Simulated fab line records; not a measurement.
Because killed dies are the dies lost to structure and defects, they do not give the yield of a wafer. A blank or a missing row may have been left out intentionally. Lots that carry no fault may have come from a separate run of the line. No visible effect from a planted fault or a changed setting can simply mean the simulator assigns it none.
Chamber matching | flow sky130 | SKY_POLY_GATE_ETCH_15 on rieDiel-04: 4 sister chambers
The step etches BARC in N2/H2, stops on SiO2, time 118.5 s, target depth 110 nm. 14 wafers are shown with their chamber, then 7 later ones without.

== WAFERS, EACH WITH ITS CHAMBER ==
wafer  | chamber | drypumpMotorCurrentA (A) | throttleValvePct (%) | oesProductAu (a.u.)
L787.1 | 0       | 6.3                      | 13.202               | 0.723
L787.3 | 2       | 5.5                      | 13.221               | 0.718
L787.4 | 3       | 5.3                      | 13.207               | 0.710
L794.1 | 1       | 4.8                      | 13.208               | 0.714
L794.2 | 0       | 6.3                      | 13.216               | 0.722
L794.4 | 2       | 5.5                      | 13.227               | 0.715
L802.3 | 1       | 4.8                      | 13.227               | 0.716
L802.4 | 3       | 5.2                      | 13.209               | 0.716
L802.6 | 1       | 4.8                      | 13.206               | 0.712
L804.1 | 0       | 6.3                      | 13.217               | 0.720
L804.5 | 1       | 4.7                      | 13.209               | 0.708
L804.6 | 2       | 5.5                      | 13.216               | 0.720
L805.2 | 0       | 6.3                      | 13.208               | 0.709
L805.4 | 2       | 5.5                      | 13.212               | 0.705

SIGNATURES (means of the wafers above)
reading              | chamber 0 | chamber 1 | chamber 2 | chamber 3 | scatter within a chamber
drypumpMotorCurrentA | 6.300     | 4.775     | 5.500     | 5.250     | 0.0354
throttleValvePct     | 13.21075  | 13.21250  | 13.21900  | 13.20800  | 0.00751
oesProductAu         | 0.71850   | 0.71250   | 0.71450   | 0.71300   | 0.00558
Rule: a wafer lies at a distance from a chamber equal to the root of the sum of squares, over the readings, of (its reading less the chamber's mean, divided by the reading's scatter). If the next closest chamber is less than 2 further off than the closest, the wafer can't be placed; otherwise it belongs to the closest. How the scatter is found: for the shown wafers, subtract from each reading the mean of its chamber, square and add these, divide the total by (wafers less chambers), then take the root.

== WAFERS WITH NO CHAMBER GIVEN ==
wafer  | drypumpMotorCurrentA (A) | throttleValvePct (%) | oesProductAu (a.u.)
L805.6 | 5.3                      | 13.218               | 0.725
L807.2 | 4.7                      | 13.214               | 0.716
L807.4 | 5.5                      | 13.214               | 0.707
L807.6 | 5.3                      | 13.218               | 0.714
L809.1 | 5.5                      | 13.204               | 0.718
L809.3 | 5.3                      | 13.207               | 0.712
L809.5 | 5.5                      | 13.217               | 0.722

== WHICH CHAMBER EACH ONE RAN IN ==
wafer  | from the rows above | in truth
L805.6 | 3                   | 3
L807.2 | 1                   | 1
L807.4 | 2                   | 2
L807.6 | 3                   | 3
L809.1 | 2                   | 2
L809.3 | 3                   | 3
L809.5 | 2                   | 2
Correct placement for 7 of the 7. Number that these rows cannot place: 0. 0 placed wrongly.
